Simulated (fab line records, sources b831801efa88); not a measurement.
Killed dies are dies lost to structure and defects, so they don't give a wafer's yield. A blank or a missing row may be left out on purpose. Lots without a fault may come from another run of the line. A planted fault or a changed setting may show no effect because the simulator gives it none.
Which tool did it? | flow gf180mcu | 12 lots, 36 wafers sampled, at 2 steps of a route of 602

WHAT THE GAUGES READ, wafer by wafer
GF_V1_BOW_MEAS_05.
lot  | measured     | on            | V1_BOW (um)
L074 | day 17 17:30 | film_metro-04 | 74 76 74
L077 | day 18 10:04 | film_metro-04 | 89 88 94
L079 | day 18 23:37 | film_metro-04 | 91 65 66
L081 | day 19 16:43 | film_metro-04 | 87 90 98
L083 | day 20 08:31 | film_metro-03 | 81 81 72
L085 | day 21 03:01 | film_metro-03 | 76 65 64
L087 | day 22 04:10 | film_metro-04 | 97 92 94
L089 | day 22 17:25 | film_metro-03 | 80 74 87
L091 | day 24 01:47 | film_metro-04 | 102 83 87
L093 | day 24 11:49 | film_metro-03 | 81 90 95
L094 | day 25 06:22 | film_metro-03 | 82 89 80
L097 | day 25 18:44 | film_metro-03 | 81 92 90

WHICH TOOL RAN EACH LOT (tool, then ch and the chambers of the sampled wafers, then the start)
lot  | GF_CONTACT_CVD_02
L074 | pecvd-04 ch 1,2, day 15 18:28
L077 | pecvd-01 ch 0,1, day 16 09:55
L079 | pecvd-04 ch 0,1, day 16 22:32
L081 | pecvd-04 ch 0,1,2, day 17 15:05
L083 | pecvd-03 ch 0,2, day 18 06:19
L085 | pecvd-03 ch 0,2, day 18 23:29
L087 | pecvd-04 ch 0,1, day 20 01:04
L089 | pecvd-01 ch 0,1,2, day 20 15:28
L091 | pecvd-04 ch 0,1, day 22 00:13
L093 | pecvd-03 ch 0,2, day 22 11:22
L094 | pecvd-01 ch 0,1, day 23 06:34
L097 | pecvd-01 ch 0,1, day 23 19:43
- GF_CONTACT_CVD_02: deposits SiO2 from TEOS, target thk 860 nm, time 95.992 s.

THE ANSWER, worked out from the rows above alone
Rule: what is usual is taken from the lots themselves. Put in order of their means at a reading, lots are off if they are a third of the lots or fewer, leave a main group of 4 or more, and stand apart from it by a gap of 3 or more times the standard deviation of the main group's means; of several such gaps the widest counts. A main group whose means are all the same, to the digits that the tables above print for the reading, isn't used. A lot without any number at a reading at which 4 lots or more have one is off too. The other lots that the step has rows for count as sound.
No lot is off at any reading shown: from this, nothing can be told.

WHAT THE SIMULATOR HAD PUT IN
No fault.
